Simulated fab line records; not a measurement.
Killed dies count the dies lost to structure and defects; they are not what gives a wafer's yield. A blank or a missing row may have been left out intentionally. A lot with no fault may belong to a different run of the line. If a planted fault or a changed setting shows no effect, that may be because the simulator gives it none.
Problem report in the 8D (eight disciplines) form, filled by code || flow sky130 || the parts of the form that need people (team, actions taken, sign-off) are left out

== 1. THE ISSUE ==
Wafers without a fault read 150.1 nm, standard deviation 1.4; cd-nm at SKY_FIELD_ISO_CD_MEAS_13 reads a mean of 141.3 nm on 6 wafers belonging to 2 lots. Relative to the usual mean, that is a shift of -6.2 standard deviations.
The step: target cd 150 nm.
The first sign was on wafer L972.3 at day 5 12:45, on cd-sem-02. Wafers with a number at this step in the record: 42, from 14 lots. Rule for "out" (also "out of limits"): further than 4 standard deviations from the usual mean. Any other wafer with a number is counted as sound.

== 2. WHAT IT IS, WHAT IT ISN'T ==
{"question": "which readings at this step", "is": "cd-nm", "is not": "-"}
{"question": "which lots", "is": "L972, L977", "is not": "L959, L960, L962, L963, L965, L966, L967, L968, L969, L971, L978, L980"}
{"question": "which wafers of those lots", "is": "all that have a number", "is not": "-"}
{"question": "read on which gauges", "is": "cd-sem-02", "is not": "cd-sem-01"}
{"question": "when", "is": "from day 5 12:45", "is not": "up to then (30 sound wafers); but 6 sound wafers of L978, L980 came after"}

== 3. WHAT RULES OUT EACH SUSPECT ==
Counting: a tool stays on the suspect list if, at a process step up to the reading, it processed all lots that are out and no sound lot following the first of them.
- the gauge at SKY_FIELD_ISO_CD_MEAS_13 has been ruled out. All the wafers that are out were read on cd-sem-02, but those of them that SKY_FIELD_ISO_EXPOSE_10 has rows for are out there too, on other tools.
- krf-scanner-01 at SKY_FIELD_ISO_EXPOSE_10 (exposes mask FOM, target cd 150 nm): kept. It processed each lot that is out, first L972 at day 5 04:29, and no sound lot thereafter; up to then, the last sound lot it processed was L968 at day 4 07:40. On those wafers its own readings are out: exposure-dose-mJ-cm2.
The count leaves krf-scanner-01 at SKY_FIELD_ISO_EXPOSE_10.

== 4. THE CAUSE (what the simulator had put in) ==
Process parameter drift: krf-scanner-01, from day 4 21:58 on, at SKY_FIELD_ISO_EXPOSE_10. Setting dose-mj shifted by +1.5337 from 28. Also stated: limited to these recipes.
Only this tool survived the counting.

== 5. SEQUENCE OF EFFECTS, ordered by route ==
One row per reading whose mean, taken over the struck wafers that have a number, lies over 3 standard deviations from the usual. Scope: only readings with a usual standard deviation given in the record; hours: median across lots of the time from each lot's start at the first step in this table that gives one to its start at this step; sigmas: change in usual standard deviations.
{"hours": 0, "step": "SKY_FIELD_ISO_EXPOSE_10", "reading": "exposure-dose-mJ-cm2", "usual": 28.19, "on struck wafers": 29.72, "change": "+1.53", "sigmas": "+7.7"}
{"hours": 9, "step": "SKY_FIELD_ISO_CD_MEAS_13", "reading": "cd-nm", "usual": "150.1 nm", "on struck wafers": 141.3, "change": -8.8, "sigmas": -6.2}
It contains these process steps:
- SKY_FIELD_ISO_EXPOSE_10: exposes mask FOM, target cd 150 nm.

== 6. WHAT WOULD HAVE CAUGHT IT SOONER ==
Counted from the fault's start at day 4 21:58, it took 15 hours until the first out-of-limits reading at a measuring or inspecting step in this record, taken at day 5 12:45.
Tool's own readings at SKY_FIELD_ISO_EXPOSE_10, exposure-dose-mJ-cm2: out on all struck wafers the step has rows for; an alarm limit on them would have tripped on the first.
Lots out: 2; of these, L977 started SKY_FIELD_ISO_EXPOSE_10 on krf-scanner-01 after day 5 12:45. A tool hold placed at that time would have kept it from harm.
